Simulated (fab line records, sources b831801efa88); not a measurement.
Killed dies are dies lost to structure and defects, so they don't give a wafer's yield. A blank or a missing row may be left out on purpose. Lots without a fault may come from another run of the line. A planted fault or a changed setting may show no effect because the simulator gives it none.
fab line records | flow sky130
record lots=6 wafers=18 last_day=50
route steps=708 shown POLY_GATE@236 LDD_N@237 LDD_P@255 LDD_HVN@267 PAD_OPEN@708
lots that met no fault: from a run of the same line without faults
start_h: hours from the record's first day to the start of the lot's first wafer shown | wait_h: hours since the lot's step before | " the same as in the row above | L1.1+2: a row that stands for several wafers | - no value, or no start given | * or withheld: withheld | < > ~ a bound
route shown NAME@n: a module of which the file shows steps, and the number in the route of the first | usual: mean/standard deviation of fault-free wafers | same: alike in all rows | chamber/n: place in a boat | sites: the reading at each site | _std_site: their standard deviation | _edge_site: outer sites' mean less inner sites' | radius_mm: how far each site lies from the wafer's centre | mask NAME#n: copy n | behind: the tool/chamber that last shaped the wafer | hold: why the lot was held/for how many hours/how that ended | device: the transistor (n, p or np) that didn't switch | end of line: the same wafers' tests at the end of the route | a step without rows: its recipe alone | killed: dies lost to structure and defects at the first sort, not the wafer's yield | map: a wafer's dies, x killed, . not, _ none there
set.NAME: the setting as run; set.NAME@STEP: as run at that earlier step | model.NAME: the simulator's own value behind a step, which no gauge read
lots at some steps of the route; a table a step, a row a wafer
services: from which hour (start_h, from the record's first day; less than 0 if before it) a tool's chamber was out of use, for how many hours, and why
## steps
# step SKY_POLY_GATE_CD_MEAS_22
# usual cd_nm=150.5/2
# columns lot.wafer tool chamber start_h wait_h cd_nm
L676.1 cd_sem-02 - 369.85 0.1 151.4
L676.3 " - " " 152.6
L676.6 " - " " 152.3
L682.2 cd_sem-02 - 434.04 0.1 147.9
L682.3 " - " " 149.1
L682.6 " - " " 145.3
L691.1 cd_sem-01 - 510.90 0.1 151.1
L691.2 " - " " 149.5
L691.4 " - " " 152.2
L692.3 cd_sem-01 - 514.36 0.1 150.5
L692.4 " - " " 151.0
L692.5 " - " " 150.7
L693.1 cd_sem-01 - 526.21 0.1 148.9
L693.3 " - " " 148.6
L693.5 " - " " 151.4
L697.1 cd_sem-01 - 563.27 0.1 149.6
L697.2 " - " " 150.3
L697.3 " - " " 150.0
# step SKY_LDD_N_DEHYDRATE_00
# recipe temp_c=200 time_s=60
# step SKY_LDD_N_HMDS_01
# recipe prime_time_s=60 prime_temp_c=120
# step SKY_LDD_N_COAT_02
# recipe resist=NOVOLAK spin_rpm=3000 resist_thk_nm=300
# step SKY_LDD_N_SOFTBAKE_03
# recipe temp_c=90 time_s=60 resist=NOVOLAK
# step SKY_LDD_N_EXPOSE_04
# recipe mask_id=NTM target_cd_nm=840 na=0.6 source_shape=conventional sigma_outer=0.6 dose_mj=110
# step SKY_LDD_N_PEB_05
# recipe temp_c=withheld time_s=* resist=NOVOLAK
# step SKY_LDD_N_DEVELOP_06
# recipe develop_time_s=60 dev_temp_c=23
# step SKY_LDD_N_OVL_MEAS_07
# usual LDD_N_OVL=-1.1/1.7
# columns lot.wafer tool chamber start_h wait_h LDD_N_OVL[nm]
L676.1 overlay-02 - 399.43 0.1 0.5
L676.3 " - " " 0.4
L676.6 " - " " -0.5
L682.2 overlay-01 - 465.26 0.1 -1.5
L682.3 " - " " -3.8
L682.6 " - " " -2.3
L691.1 overlay-01 - 541.66 0.1 -3.8
L691.2 " - " " -1.1
L691.4 " - " " -3.1
L692.3 overlay-01 - 544.69 0.1 -2.4
L692.4 " - " " 0.4
L692.5 " - " " -2.1
L693.1 overlay-01 - 556.21 0.1 -3.4
L693.3 " - " " -2.7
L693.5 " - " " -2.0
L697.1 overlay-02 - 597.08 0.1 -0.4
L697.2 " - " " 1.7
L697.3 " - " " 1.5
# step SKY_LDD_N_IMPLANT_08
# recipe species=As energy_kev=20 dose_cm2=7.5e+13 tilt_deg=withheld rotation_deg=23
# step SKY_LDD_N_IMPLANT_09
# recipe species=As energy_kev=20 dose_cm2=7.5e+13 tilt_deg=withheld rotation_deg=113
# step SKY_LDD_N_IMPLANT_10
# recipe species=As energy_kev=20 dose_cm2=7.5e+13 tilt_deg=withheld rotation_deg=203
# step SKY_LDD_N_IMPLANT_11
# recipe species=As energy_kev=20 dose_cm2=7.5e+13 tilt_deg=withheld rotation_deg=293
# same implant_ion_amu=75
# columns lot.wafer tool chamber start_h wait_h
L676.1+3+6 implanter-03 0 399.92 0.1
L682.2+3+6 implanter-03 0 465.76 0.1
L691.1+2+4 implanter-04 0 544.80 0.1
L692.3+4+5 implanter-04 0 546.35 0.1
L693.1+3+5 implanter-04 0 556.70 0.1
L697.1+2+3 implanter-03 0 597.57 0.1
# step SKY_LDD_N_IMPLANT_12
# recipe species=BF2 energy_kev=50 dose_cm2=5e+12 tilt_deg=30 rotation_deg=0
# step SKY_LDD_N_IMPLANT_13
# recipe species=BF2 energy_kev=50 dose_cm2=5e+12 tilt_deg=30 rotation_deg=90
# step SKY_LDD_N_IMPLANT_14
# recipe species=BF2 energy_kev=50 dose_cm2=5e+12 tilt_deg=30 rotation_deg=180
# step SKY_LDD_N_IMPLANT_15
# recipe species=BF2 energy_kev=50 dose_cm2=5e+12 tilt_deg=30 rotation_deg=270
# step SKY_LDD_N_STRIP_16
# recipe chemistry=O2/N2 power_w=1400 pressure_mtorr=1500 platen_temp_c=withheld o2_flow_sccm=3000 n2_flow_sccm=300 overash_fraction=0.5
# usual drypump_motor_current_A=5.4/0.49 oes_product_au=0.407/0.0044 strip_time_to_endpoint_s=4.317/0.016
# same overash_fraction=0.5
# columns lot.wafer tool chamber start_h wait_h drypump_motor_current_A oes_product_au rf_hours_counter_h strip_time_to_endpoint_s
L676.1 plasma_asher-04 0 400.67 0.1 6.2 0.401 58 4.308
L676.3 " 0 " " 6.2 0.407 - 4.317
L676.6 " 1 " " 4.8 0.403 - 4.295
L682.2 plasma_asher-02 1 466.49 0.1 5.0 0.408 78 4.327
L682.3 " 1 " " 5.0 0.408 - 4.308
L682.6 " 0 " " 5.9 0.402 - 4.311
L691.1 plasma_asher-03 1 545.55 0.1 5.7 0.404 11 4.329
L691.2 " 0 " " 4.9 0.415 11 4.321
L691.4 " 0 " " 4.9 0.413 - 4.307
L692.3 plasma_asher-02 1 547.08 0.1 5.0 0.409 - 4.269
L692.4 " 0 " " 5.9 0.409 - 4.281
L692.5 " 1 " " 5.0 0.402 - 4.286
L693.1 plasma_asher-03 0 557.45 0.1 4.9 0.396 13 4.295
L693.3 " 0 " " 4.9 0.404 - 4.295
L693.5 " 0 " " 4.9 0.401 - 4.266
L697.1 plasma_asher-04 1 598.32 0.1 4.8 0.412 78 4.343
L697.2 " 0 " " 6.2 0.414 78 4.326
L697.3 " 1 " " 4.8 0.411 - 4.343
# step SKY_LDD_N_TW_MEAS_17
# usual LDD_N_TW=2564/25
# columns lot.wafer tool chamber start_h wait_h LDD_N_TW
L676.1 film_metro-03 - 400.77 0.1 2553
L676.3 " - " " 2563
L676.6 " - " " 2552
L682.2 film_metro-02 - 466.60 0.1 2579
L682.3 " - " " 2597
L682.6 " - " " 2605
L691.1 film_metro-03 - 545.65 0.1 2547
L691.2 " - " " 2549
L691.4 " - " " 2538
L692.3 film_metro-03 - 547.17 0.1 2498
L692.4 " - " " 2506
L692.5 " - " " 2505
L693.1 film_metro-02 - 557.55 0.1 2566
L693.3 " - " " 2567
L693.5 " - " " 2570
L697.1 film_metro-04 - 598.42 0.1 2568
L697.2 " - " " 2577
L697.3 " - " " 2580
# step SKY_LDD_P_DEHYDRATE_00
# recipe temp_c=200 time_s=60
# step SKY_LDD_P_HMDS_01
# recipe prime_time_s=60 prime_temp_c=120
# step SKY_LDD_P_COAT_02
# recipe resist=NOVOLAK spin_rpm=3000 resist_thk_nm=1140
# step SKY_LDD_P_SOFTBAKE_03
# recipe temp_c=90 time_s=60 resist=NOVOLAK
# step SKY_LDD_P_EXPOSE_04
# recipe mask_id=PSDM na=0.6 source_shape=conventional sigma_outer=0.6 polarization=unpolarized target_cd_nm=380 dose_mj=138
# step SKY_LDD_P_PEB_05
# recipe temp_c=withheld time_s=* resist=NOVOLAK
# step SKY_LDD_P_DEVELOP_06
# recipe resist=NOVOLAK developer=TMAH develop_time_s=60 dev_temp_c=23
# step SKY_LDD_P_CD_MEAS_07
# recipe target_cd_nm=380
# usual cd_nm=380.3/2.1
# columns lot.wafer tool chamber start_h wait_h cd_nm
L676.1 cd_sem-01 - 430.73 0.1 380.7
L676.3 " - " " 379.6
L676.6 " - " " 383.2
L682.2 cd_sem-02 - 496.98 0.1 383.4
L682.3 " - " " 385.2
L682.6 " - " " 382.4
L691.1 cd_sem-01 - 575.40 0.1 379.2
L691.2 " - " " 376.0
L691.4 " - " " 378.5
L692.3 cd_sem-01 - 576.99 0.1 384.3
L692.4 " - " " 386.0
L692.5 " - " " 384.9
L693.1 cd_sem-01 - 587.18 0.2 381.1
L693.3 " - " " 381.7
L693.5 " - " " 381.0
L697.1 cd_sem-01 - 627.23 0.1 381.4
L697.2 " - " " 381.5
L697.3 " - " " 380.4
# step SKY_LDD_P_OVL_MEAS_08
# usual LDD_P_OVL=0.0/1.6
# columns lot.wafer tool chamber start_h wait_h LDD_P_OVL[nm]
L676.1 overlay-02 - 430.85 0.1 0.8
L676.3 " - " " -0.1
L676.6 " - " " 1.6
L682.2 overlay-01 - 497.08 0.1 0.1
L682.3 " - " " 0.3
L682.6 " - " " 0.8
L691.1 overlay-01 - 575.52 0.1 -2.5
L691.2 " - " " -2.1
L691.4 " - " " -3.5
L692.3 overlay-02 - 577.09 0.1 2.1
L692.4 " - " " 2.5
L692.5 " - " " 2.6
L693.1 overlay-02 - 587.30 0.1 2.1
L693.3 " - " " 1.1
L693.5 " - " " 0.4
L697.1 overlay-02 - 627.35 0.1 2.6
L697.2 " - " " 2.8
L697.3 " - " " 2.2
# step SKY_LDD_P_IMPLANT_09
# recipe species=BF2 energy_kev=25 dose_cm2=1e+13 tilt_deg=withheld
# step SKY_LDD_P_STRIP_10
# recipe chemistry=O2/N2 power_w=1400 pressure_mtorr=1500 platen_temp_c=withheld o2_flow_sccm=3000 n2_flow_sccm=300 overash_fraction=0.5
# usual drypump_motor_current_A=5.5/0.53 oes_product_au=0.715/0.0049 strip_time_to_endpoint_s=14.18/0.038
# same overash_fraction=0.5
# columns lot.wafer tool chamber start_h wait_h drypump_motor_current_A oes_product_au rf_hours_counter_h strip_time_to_endpoint_s
L676.1 plasma_asher-01 0 431.04 0.1 5.7 0.718 31 14.23
L676.3 " 0 " " 5.7 0.717 - 14.22
L676.6 " 0 " " 5.7 0.709 - 14.19
L682.2 plasma_asher-02 0 497.26 0.1 5.9 0.709 81 14.11
L682.3 " 0 " " 5.9 0.717 - 14.17
L682.6 " 1 " " 5.0 0.715 - 14.13
L691.1 plasma_asher-01 0 575.71 0.1 5.7 0.719 46 14.11
L691.2 " 1 " " 5.6 0.717 46 14.15
L691.4 " 1 " " 5.6 0.717 - 14.16
L692.3 plasma_asher-01 1 577.29 0.1 5.6 0.706 - 14.16
L692.4 " 0 " " 5.7 0.723 - 14.18
L692.5 " 0 " " 5.7 0.719 - 14.14
L693.1 plasma_asher-04 0 587.49 0.1 6.2 0.713 77 14.26
L693.3 " 1 " " 4.8 0.722 - 14.25
L693.5 " 1 " " 4.8 0.716 - 14.22
L697.1 plasma_asher-04 1 627.54 0.1 4.8 0.707 81 14.15
L697.2 " 0 " " 6.2 0.712 81 14.13
L697.3 " 1 " " 4.8 0.717 - 14.17
# step SKY_LDD_P_TW_MEAS_11
# usual LDD_P_TW=637/3.1
# columns lot.wafer tool chamber start_h wait_h LDD_P_TW
L676.1 film_metro-02 - 431.14 0.1 635
L676.3 " - " " 636
L676.6 " - " " 633
L682.2 film_metro-02 - 497.37 0.1 638
L682.3 " - " " 638
L682.6 " - " " 639
L691.1 film_metro-01 - 575.81 0.1 635
L691.2 " - " " 638
L691.4 " - " " 636
L692.3 film_metro-04 - 577.38 0.1 629
L692.4 " - " " 634
L692.5 " - " " 632
L693.1 film_metro-02 - 587.59 0.1 639
L693.3 " - " " 642
L693.5 " - " " 640
L697.1 film_metro-02 - 627.64 0.1 641
L697.2 " - " " 641
L697.3 " - " " 639
# step SKY_LDD_HVN_DEHYDRATE_00
# recipe temp_c=200 time_s=60
# step SKY_LDD_HVN_HMDS_01
# recipe prime_time_s=60 prime_temp_c=120
# step SKY_LDD_HVN_COAT_02
# recipe resist=NOVOLAK spin_rpm=3000 resist_thk_nm=300
# step SKY_LDD_HVN_SOFTBAKE_03
# recipe temp_c=90 time_s=60 resist=NOVOLAK
# step SKY_LDD_HVN_EXPOSE_04
# recipe mask_id=HVNTM na=0.6 source_shape=conventional sigma_outer=0.6 polarization=unpolarized target_cd_nm=700 dose_mj=127
# step SKY_LDD_HVN_PEB_05
# recipe temp_c=withheld time_s=* resist=NOVOLAK
# step SKY_LDD_HVN_DEVELOP_06
# recipe resist=NOVOLAK developer=TMAH develop_time_s=60 dev_temp_c=23
# step SKY_LDD_HVN_OVL_MEAS_07
# usual LDD_HVN_OVL=0.6/1.4
# columns lot.wafer tool chamber start_h wait_h LDD_HVN_OVL[nm]
L676.1 overlay-02 - 462.11 0.1 1.4
L676.3 " - " " 0.1
L676.6 " - " " -0.9
L682.2 overlay-01 - 527.62 0.1 -1.1
L682.3 " - " " 0.3
L682.6 " - " " -1.4
L691.1 overlay-02 - 605.40 0.1 2.8
L691.2 " - " " 2.6
L691.4 " - " " 3.8
L692.3 overlay-02 - 607.57 0.1 2.2
L692.4 " - " " 2.5
L692.5 " - " " 2.5
L693.1 overlay-02 - 616.81 0.1 -1.3
L693.3 " - " " -0.4
L693.5 " - " " -0.9
L697.1 overlay-01 - 657.10 0.1 -1.4
L697.2 " - " " -1.9
L697.3 " - " " -0.3
# step SKY_LDD_HVN_IMPLANT_08
# recipe species=P energy_kev=60 dose_cm2=3e+13 tilt_deg=40
# step SKY_LDD_HVN_STRIP_09
# recipe chemistry=O2/N2 power_w=1400 pressure_mtorr=1500 platen_temp_c=withheld o2_flow_sccm=3000 n2_flow_sccm=300 overash_fraction=0.5
# usual drypump_motor_current_A=5.5/0.34 oes_product_au=0.408/0.0042 strip_time_to_endpoint_s=4.136/0.014
# same overash_fraction=0.5
# columns lot.wafer tool chamber start_h wait_h drypump_motor_current_A oes_product_au rf_hours_counter_h strip_time_to_endpoint_s
L676.1 plasma_asher-03 1 462.30 0.1 5.7 0.409 3 4.126
L676.3 " 1 " " 5.7 0.409 - 4.129
L676.6 " 1 " " 5.7 0.410 - 4.152
L682.2 plasma_asher-02 0 527.80 0.1 5.9 0.404 84 4.146
L682.3 " 1 " " 5.0 0.411 - 4.136
L682.6 " 0 " " 5.9 0.406 - 4.148
L691.1 plasma_asher-02 0 605.59 0.1 5.9 0.400 91 4.120
L691.2 " 1 " " 5.0 0.412 91 4.115
L691.4 " 1 " " 5.0 0.411 - 4.139
L692.3 plasma_asher-03 1 607.78 0.1 5.7 0.403 - 4.109
L692.4 " 0 " " 4.9 0.401 - 4.129
L692.5 " 1 " " 5.7 0.410 - 4.125
L693.1 plasma_asher-01 1 617.09 0.1 5.6 0.412 50 4.121
L693.3 " 1 " " 5.6 0.406 - 4.119
L693.5 " 0 " " 5.7 0.396 - 4.137
L697.1 plasma_asher-01 1 657.29 0.1 5.6 0.400 54 4.134
L697.2 " 0 " " 5.7 0.402 54 4.146
L697.3 " 1 " " 5.6 0.409 - 4.131
# step SKY_LDD_HVN_TW_MEAS_10
# usual LDD_HVN_TW=1436/13
# columns lot.wafer tool chamber start_h wait_h LDD_HVN_TW
L676.1 film_metro-03 - 462.40 0.1 1416
L676.3 " - " " 1410
L676.6 " - " " 1420
L682.2 film_metro-02 - 527.91 0.1 1447
L682.3 " - " " 1441
L682.6 " - " " 1438
L691.1 film_metro-03 - 605.69 0.1 1425
L691.2 " - " " 1417
L691.4 " - " " 1416
L692.3 film_metro-02 - 607.87 0.1 1433
L692.4 " - " " 1436
L692.5 " - " " 1436
L693.1 film_metro-01 - 617.19 0.1 1439
L693.3 " - " " 1448
L693.5 " - " " 1442
L697.1 film_metro-01 - 657.39 0.1 1433
L697.2 " - " " 1439
L697.3 " - " " 1435
# step SKY_PAD_OPEN_PROBE_99
# usual killed_at_M0_to_M3=43/7.2 killed_at_M4_up=3.0/2 killed_at_contacts=24/5.5 killed_at_front_end=15/4.2 killed_at_other=0.3/0.51 killed_dies=85/10 killed_on_rim=17/4 killed_open=46/7.3 killed_short=38/6.4
# same gross_dies=492 killed_at_back_side=0
# columns lot.wafer tool chamber start_h wait_h killed_at_M0_to_M3 killed_at_M4_up killed_at_contacts killed_at_front_end killed_at_other killed_dies killed_on_rim killed_open killed_short model.etest.tip_n.rs_ohm_sq model.etest.tip_n.rs_ohm_sq_range model.etest.tip_n.rs_ohm_sq_rim_less_centre model.etest.nfet_01v8.drive_ua_um_range
L676.1 prober-02 - 1076.18 0.1 50 2 19 7 1 79 21 43 36 445.1 13.69 -4.917 8.914
L676.3 prober-02 - 1076.28 0.2 38 6 19 11 0 74 14 46 28 444.6 10.28 -6.431 7.572
L676.6 prober-02 - 1076.43 0.2 50 5 23 13 1 92 13 51 41 447.8 18.07 14.38 7.617
L682.2 prober-02 - 1120.75 0.1 37 4 26 16 0 83 15 37 46 443.4 13.9 -0.4382 5.801
L682.3 prober-02 - 1120.80 0.2 40 4 29 17 0 90 25 48 42 444.5 15.01 -1.69 8.685
L682.6 prober-02 - 1120.95 0.2 28 3 20 17 0 68 18 35 33 446.1 18.47 -8.12 12.34
L691.1 prober-02 - 1171.83 0.1 27 4 29 13 1 74 13 36 38 437.3 18.95 1.093 6.201
L691.2 prober-02 - 1171.88 0.1 40 2 28 20 0 90 16 48 42 438.6 13.26 2.563 10.15
L691.4 prober-02 - 1171.98 0.2 39 2 21 23 1 86 18 53 33 438.4 18.35 -6.082 5.068
L692.3 prober-01 - 1174.18 0.2 45 4 25 14 0 88 19 52 36 472.9 35.58 -17.58 11.74
L692.4 prober-01 - 1174.23 0.2 26 2 23 12 0 63 12 31 32 471 34.43 -14.07 18.67
L692.5 prober-01 - 1174.28 0.2 49 3 30 23 0 105 18 59 46 474.3 39.62 -11.57 13.71
L693.1 prober-02 - 1178.93 0.1 43 1 12 19 1 76 13 42 34 469.1 36.51 -12.02 14.13
L693.3 prober-02 - 1179.03 0.2 35 5 26 11 0 77 20 42 35 466.9 37.98 -12.67 10.19
L693.5 prober-02 - 1179.13 0.2 51 4 22 8 0 85 14 49 36 468.1 40.71 -19.34 9.519
L697.1 prober-02 - 1197.59 0.1 54 4 22 13 0 93 13 52 41 441 13.87 8.335 5.887
L697.2 prober-02 - 1197.64 0.1 54 1 23 19 0 97 25 57 40 441.9 12.79 7.392 14.94
L697.3 prober-02 - 1197.69 0.2 52 3 26 18 1 100 18 55 45 442.7 13.97 4.747 11.82
# killed by level:class
L676.1 VIA1:geometric_particle:open=10 METAL1:geometric_particle:short=8 LI_CONTACT:geometric_particle:open=8 VIA2:geometric_particle:open=8 VIA3:geometric_particle:open=7 METAL2:geometric_particle:short=6 VIA1:geometric_particle:short=4 FIELD_ISO:geometric_particle:open=3
L676.3 VIA3:geometric_particle:open=10 VIA1:geometric_particle:open=9 LI_CONTACT:geometric_particle:open=7 CONTACT:geometric_particle:open=6 METAL1:geometric_particle:short=6 FIELD_ISO:geometric_particle:open=5 CONTACT:geometric_particle:short=4 VIA2:geometric_particle:short=4
L676.6 CONTACT:geometric_particle:open=10 VIA1:geometric_particle:open=9 METAL1:geometric_particle:short=8 VIA3:geometric_particle:open=7 VIA1:geometric_particle:short=6 VIA2:geometric_particle:open=6 POLY_GATE:geometric_particle:open=4 LI_CONTACT:geometric_particle:short=4
L682.2 CONTACT:geometric_particle:open=8 METAL1:geometric_particle:short=7 VIA3:geometric_particle:open=7 CONTACT:geometric_particle:short=6 FIELD_ISO:geometric_particle:short=5 LI_CONTACT:geometric_particle:open=5 POLY_GATE:geometric_particle:short=5 LOCAL_INTERCONNECT:geometric_particle:short=5
L682.3 LI_CONTACT:geometric_particle:open=10 VIA2:geometric_particle:open=10 CONTACT:geometric_particle:open=9 METAL2:geometric_particle:short=6 VIA1:geometric_particle:open=6 POLY_GATE:geometric_particle:short=5 CONTACT:geometric_particle:short=5 METAL1:geometric_particle:short=5
L682.6 CONTACT:geometric_particle:open=9 POLY_GATE:geometric_particle:open=7 CONTACT:geometric_particle:short=6 VIA2:geometric_particle:open=6 FIELD_ISO:geometric_particle:short=5 METAL1:geometric_particle:short=4 VIA1:geometric_particle:open=4 LOCAL_INTERCONNECT:geometric_particle:short=3
L691.1 CONTACT:geometric_particle:open=11 METAL1:geometric_particle:short=7 FIELD_ISO:geometric_particle:short=6 VIA1:geometric_particle:open=6 LI_CONTACT:geometric_particle:open=6 LOCAL_INTERCONNECT:geometric_particle:short=6 CONTACT:geometric_particle:short=5 POLY_GATE:geometric_particle:open=3
L691.2 VIA1:geometric_particle:open=10 VIA2:geometric_particle:open=9 CONTACT:geometric_particle:open=9 FIELD_ISO:geometric_particle:open=7 FIELD_ISO:geometric_particle:short=7 LI_CONTACT:geometric_particle:open=7 CONTACT:geometric_particle:short=6 VIA1:geometric_particle:short=6
L691.4 VIA1:geometric_particle:open=12 FIELD_ISO:geometric_particle:open=9 FIELD_ISO:geometric_particle:short=7 LI_CONTACT:geometric_particle:open=7 METAL2:geometric_particle:short=7 CONTACT:geometric_particle:open=6 VIA2:geometric_particle:open=6 VIA1:geometric_particle:short=4
L692.3 LI_CONTACT:geometric_particle:open=12 VIA2:geometric_particle:open=9 VIA1:geometric_particle:open=8 POLY_GATE:geometric_particle:short=6 METAL1:geometric_particle:open=5 VIA2:geometric_particle:short=5 VIA3:geometric_particle:open=5 METAL3:geometric_particle:short=4
L692.4 CONTACT:geometric_particle:open=9 METAL1:geometric_particle:short=6 VIA1:geometric_particle:short=5 METAL2:geometric_particle:short=5 LI_CONTACT:geometric_particle:open=4 CONTACT:geometric_particle:short=4 VIA1:geometric_particle:open=4 VIA2:geometric_particle:open=4
L692.5 VIA1:geometric_particle:open=16 LI_CONTACT:geometric_particle:open=12 CONTACT:geometric_particle:open=9 FIELD_ISO:geometric_particle:open=7 CONTACT:geometric_particle:short=6 METAL2:geometric_particle:short=6 VIA3:geometric_particle:open=6 FIELD_ISO:geometric_particle:short=5
L693.1 METAL2:geometric_particle:short=8 VIA3:geometric_particle:open=8 VIA1:geometric_particle:open=8 VIA2:geometric_particle:open=7 LI_CONTACT:geometric_particle:open=6 FIELD_ISO:geometric_particle:open=5 POLY_GATE:geometric_particle:short=5 VIA1:geometric_particle:short=4
L693.3 CONTACT:geometric_particle:short=9 VIA1:geometric_particle:open=8 LI_CONTACT:geometric_particle:open=7 CONTACT:geometric_particle:open=7 METAL2:geometric_particle:short=6 VIA2:geometric_particle:open=6 VIA3:geometric_particle:open=5 VIA1:geometric_particle:short=4
L693.5 VIA1:geometric_particle:open=17 CONTACT:geometric_particle:open=10 METAL1:geometric_particle:short=8 VIA3:geometric_particle:open=5 FIELD_ISO:geometric_particle:open=4 LI_CONTACT:geometric_particle:open=4 CONTACT:geometric_particle:short=4 VIA1:geometric_particle:short=4
L697.1 VIA1:geometric_particle:open=19 LI_CONTACT:geometric_particle:open=7 CONTACT:geometric_particle:open=7 VIA3:geometric_particle:open=6 VIA2:geometric_particle:open=6 VIA2:geometric_particle:short=5 METAL2:geometric_particle:short=5 VIA1:geometric_particle:short=5
L697.2 VIA1:geometric_particle:open=11 VIA2:geometric_particle:open=11 CONTACT:geometric_particle:open=8 LI_CONTACT:geometric_particle:open=7 VIA3:geometric_particle:short=7 FIELD_ISO:geometric_particle:short=5 FIELD_ISO:geometric_particle:open=4 LOCAL_INTERCONNECT:geometric_particle:short=4
L697.3 VIA1:geometric_particle:open=17 CONTACT:geometric_particle:open=11 METAL2:geometric_particle:short=8 POLY_GATE:geometric_particle:short=7 VIA3:geometric_particle:open=6 LI_CONTACT:geometric_particle:open=5 CONTACT:geometric_particle:short=5 METAL1:geometric_particle:short=5
## services
# columns tool chamber start_h hours kind
implanter-03 - 413.90 2.6 repair
plasma_asher-04 - 414.44 2.8 pm
plasma_asher-01 - 418.91 2.3 repair
plasma_asher-03 - 421.25 9.0 pm
plasma_asher-03 0 421.25 9.0 vent_cycle
plasma_asher-03 1 421.25 9.0 vent_cycle
plasma_asher-03 0 430.25 - clean
plasma_asher-03 1 430.25 - clean
plasma_asher-04 - 441.30 0.4 repair
implanter-04 - 459.45 5.1 repair
plasma_asher-02 - 460.69 2.4 repair
implanter-04 - 462.45 2.5 repair
implanter-04 - 475.28 1.4 repair
plasma_asher-02 - 478.60 1.2 repair
implanter-04 - 485.54 11.1 repair
implanter-03 - 528.62 19.5 pm
implanter-04 - 540.93 0.9 repair
plasma_asher-03 - 552.33 1.2 repair
plasma_asher-02 - 578.95 2.8 pm
## key
first_sign none at tools or gauges
model_effect step=SKY_PAD_OPEN_PROBE_99 value=etest.tip_n.rs_ohm_sq without=442.8 struck=470.4
met_at SKY_LDD_N_IMPLANT_11
struck_wafers L692.3,L692.4,L692.5,L693.1,L693.3,L693.5
tester_left_out L692,L693
onset_between 544.80 546.35
fault kind=process_parameter_drift tool=implanter-04 chamber=- onset_h=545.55 steps=SKY_LDD_N_IMPLANT_11 channel=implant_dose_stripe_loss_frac offset=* shape=step end_h=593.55
# tester_left_out: of these lots the tester's yield and bins aren't shown, on N5 and GAA mostly nor the transistor test; their killed dies are dies lost to structure and defects alone, not to doping, threshold or leakage, so they don't give the yield
